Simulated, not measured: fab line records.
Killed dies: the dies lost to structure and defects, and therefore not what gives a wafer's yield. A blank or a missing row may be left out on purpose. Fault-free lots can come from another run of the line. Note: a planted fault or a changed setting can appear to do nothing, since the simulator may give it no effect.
A lot that was struck, set against a sound lot || flow sky130 || 15 steps out of a route of 708
Sound: these wafers, L865.1, L865.2, L865.3. Struck: wafers L873.4, L873.5, L873.6. The cause comes at the end.
For every step that has rows: the tool of each side, followed by ch and its chambers, followed by its first start. Under that, the readings that differ: sound wafers || struck wafers || difference of the means || sigmas: that difference in standard deviations of wafers without a fault.
alike: same words and numbers on both sides, and readings whose means sit less than 2 such deviations apart. not compared: any withheld reading, any reading some wafer has no value for, any bound like >300 that may hide the same value, and any number with overlapping values for which the record gives no deviation.
The two part at a step that has a row with sigmas, a row that says differs or no value, or rows on one side only. Numbers that have no deviation but don't overlap get no sigmas and don't part them. Lack of a reading on every wafer of one side parts them only where that side has two or more wafers.

SKY_VIA3_CMP_02: polishes SiO2.
  sound on cmp-02 ch 0,2,3, day 39 04:21; struck on cmp-01 ch 0,3, day 41 10:33
  alike: motorCurrentA, retainingRingPressureFrac
SKY_VIA3_BOW_MEAS_03:
  sound: filmMetro-03 at day 39 04:39; struck: filmMetro-03 at day 41 10:55
  alike: VIA3_BOW
then, 8 steps without rows for these wafers: SKY_VIA3_DEHYDRATE_04 (time 60 s); SKY_VIA3_HMDS_05 (prime time 60 s); SKY_VIA3_COAT_06 (resist thk 60 nm); SKY_VIA3_COAT_07 (resist thk 450 nm); SKY_VIA3_SOFTBAKE_08 (time 90 s); SKY_VIA3_EXPOSE_09 (exposes mask VIM3, target cd 200 nm); SKY_VIA3_PEB_10; SKY_VIA3_DEVELOP_11 (develop time 60 s).
SKY_VIA3_CD_MEAS_12: the cd target is 200 nm.
  sound: cdSem-01 at day 40 05:22; struck: cdSem-01 at day 42 11:14
  alike: cdNm
SKY_VIA3_OVL_MEAS_13:
  sound: overlay-02 at day 40 05:29; struck: overlay-02 at day 42 11:19
  alike: VIA3_OVL
SKY_VIA3_ETCH_14: etches BARC in N2/H2, stops on SiO2, time 45.9 s, target depth 60 nm.
  sound on rieDiel-01 ch 0,1,3, day 40 05:31; struck on rieDiel-01 ch 1,2, day 42 11:20
{"reading": "biasW (W)", "sound": "99.9 100.2 100.2", "struck": "83.8 84.0 83.9", "difference": -16.2, "sigmas": -49}
{"reading": "model.KrF-thick_of_VIA3_COAT_07.thkNm (nm)", "sound": "390.8 391.2 391.3", "struck": "393.8 393.8 393.1", "difference": "+2.5", "sigmas": ""}
  alike: drypumpMotorCurrentA, n2FlowSccm, oesProductAu, throttleValvePct
  not compared: rfHoursCounterH
SKY_VIA3_ETCH_15: etches SiO2 in C4F8/O2/Ar, stops on TiN, target depth 507 nm, time 78 s.
  sound on rieDiel-01 ch 0,1,3, day 40 05:34; struck on rieDiel-01 ch 1,2, day 42 11:22
{"reading": "oesProductAu (a.u.)", "sound": "0.953 0.950 0.947", "struck": "0.942 0.938 0.940", "difference": -0.010, "sigmas": -2}
  alike: biasW
  not compared: rfHoursCounterH
SKY_PAD_OPEN_PROBE_99:
  the record has rows for the sound wafers here (prober-02, day 46 07:28) and none for the struck ones

== WHERE THEY PART ==
At SKY_VIA3_ETCH_14 first; at SKY_PAD_OPEN_PROBE_99 last (within this record only).

WHY: what the simulator had put in
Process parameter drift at SKY_VIA3_ETCH_14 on rieDiel-01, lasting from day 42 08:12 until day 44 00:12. The setting biasW was moved by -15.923, starting from 100. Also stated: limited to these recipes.
